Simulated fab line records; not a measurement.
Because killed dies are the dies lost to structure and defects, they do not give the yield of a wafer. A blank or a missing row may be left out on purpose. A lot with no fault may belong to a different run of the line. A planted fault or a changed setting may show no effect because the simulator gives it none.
Matching of chambers + flow sky130 + rie diel-04 running SKY_FIELD_ISO_ETCH_15: 4 sister chambers
The step etches the open film in CHF3/O2, stops on Si, target depth 180 nm, time 72 s. 4 wafers are shown with their chamber, then 9 later ones without.

== WAFERS WITH THEIR CHAMBER ==
| wafer  | chamber | drypump motor current A (A) |
|--------|---------|-----------------------------|
| L085.5 | 1       | 6.6                         |
| L088.4 | 0       | 6.4                         |
| L088.5 | 2       | 5.4                         |
| L088.6 | 3       | 6.0                         |

== WAFERS WITH NO CHAMBER GIVEN ==
| wafer  | drypump motor current A (A) |
|--------|-----------------------------|
| L089.2 | 6.6                         |
| L089.3 | 5.9                         |
| L089.6 | 6.6                         |
| L092.1 | 5.4                         |
| L092.4 | 6.4                         |
| L092.6 | 6.0                         |
| L093.1 | 5.4                         |
| L093.5 | 6.0                         |
| L093.6 | 5.4                         |

== WHICH CHAMBER EACH WENT THROUGH ==
| wafer  | from the rows above | in truth |
|--------|---------------------|----------|
| L089.2 | 1                   | 1        |
| L089.3 | 3                   | 3        |
| L089.6 | 1                   | 1        |
| L092.1 | 2                   | 2        |
| L092.4 | 0                   | 0        |
| L092.6 | 3                   | 3        |
| L093.1 | 2                   | 2        |
| L093.5 | 3                   | 3        |
| L093.6 | 2                   | 2        |
Correct placement for 9 of the 9. Not placeable from these rows: 0. Wrongly placed: 0.
How it was worked out, from the rows above alone: a wafer's distance from a chamber is the root of the sum, over the readings, of the square of ((its reading less the chamber's mean) divided by the reading's scatter). If the next closest chamber is less than 2 further off than the closest, the wafer can't be placed; otherwise it belongs to the closest. For every chamber, the mean is computed from those of its wafers that are shown. The scatter (one wafer shown for each chamber): square how far every hidden wafer sits from the nearest shown wafer, average those squares and take the square root.
